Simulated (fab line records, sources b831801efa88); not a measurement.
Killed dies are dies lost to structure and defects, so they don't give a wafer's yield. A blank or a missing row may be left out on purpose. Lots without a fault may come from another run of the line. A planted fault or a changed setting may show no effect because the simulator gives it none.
Chamber matching | flow sky130 | SKY_FIELD_ISO_ETCH_17 on rie_si-02: 4 sister chambers
The step etches Si in HBr/Cl2/O2, target depth 342 nm, time 97.7 s. 8 wafers are shown with their chamber, then 11 later ones without.

WAFERS WITH THEIR CHAMBER
wafer  | chamber | drypump_motor_current_A (A) | oes_product_au (a.u.)
L086.3 | 1       | 5.8                         | 0.997
L088.2 | 0       | 5.5                         | 0.985
L088.3 | 2       | 5.9                         | 1.014
L088.5 | 2       | 5.9                         | 1.010
L089.1 | 0       | 5.5                         | 0.993
L089.2 | 1       | 5.9                         | 0.996
L089.6 | 3       | 6.0                         | 1.014
L090.1 | 3       | 6.0                         | 1.002

WAFERS WITHOUT THEIR CHAMBER
wafer  | drypump_motor_current_A (A) | oes_product_au (a.u.)
L090.3 | 5.5                         | 0.993
L090.6 | 5.8                         | 0.998
L093.1 | 5.5                         | 1.007
L093.2 | 6.0                         | 0.993
L093.3 | 5.9                         | 1.017
L095.1 | 5.9                         | 0.998
L095.2 | 6.0                         | 1.019
L095.4 | 5.5                         | 1.011
L097.1 | 5.9                         | 1.002
L097.4 | 5.9                         | 0.990
L097.6 | 6.0                         | 1.001

WHICH CHAMBER EACH WENT THROUGH
wafer  | from the rows above          | in truth
L090.3 | 0                            | 0
L090.6 | 1                            | 1
L093.1 | 0                            | 0
L093.2 | can't be placed: 3 or 1 or 2 | 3
L093.3 | 2                            | 2
L095.1 | can't be placed: 1 or 2 or 3 | 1
L095.2 | can't be placed: 3 or 2      | 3
L095.4 | 0                            | 0
L097.1 | can't be placed: 1 or 2 or 3 | 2
L097.4 | 1                            | 1
L097.6 | 3                            | 3
Placed correctly: 7 of 11. Can't be placed from these rows: 4 (the true chamber is among the candidates in 4). Placed wrongly: 0.
How it was worked out, from the rows above alone: a wafer's distance from a chamber is the root of the sum, over the readings, of the square of ((its reading less the chamber's mean) divided by the reading's scatter). The wafer belongs to the nearest chamber; if the next one is less than 2 further off, it can't be placed. A chamber's mean is the mean of its shown wafers. The scatter: the root of (the sum of the squares of (reading less its chamber's mean) over the shown wafers, divided by (wafers less chambers)).
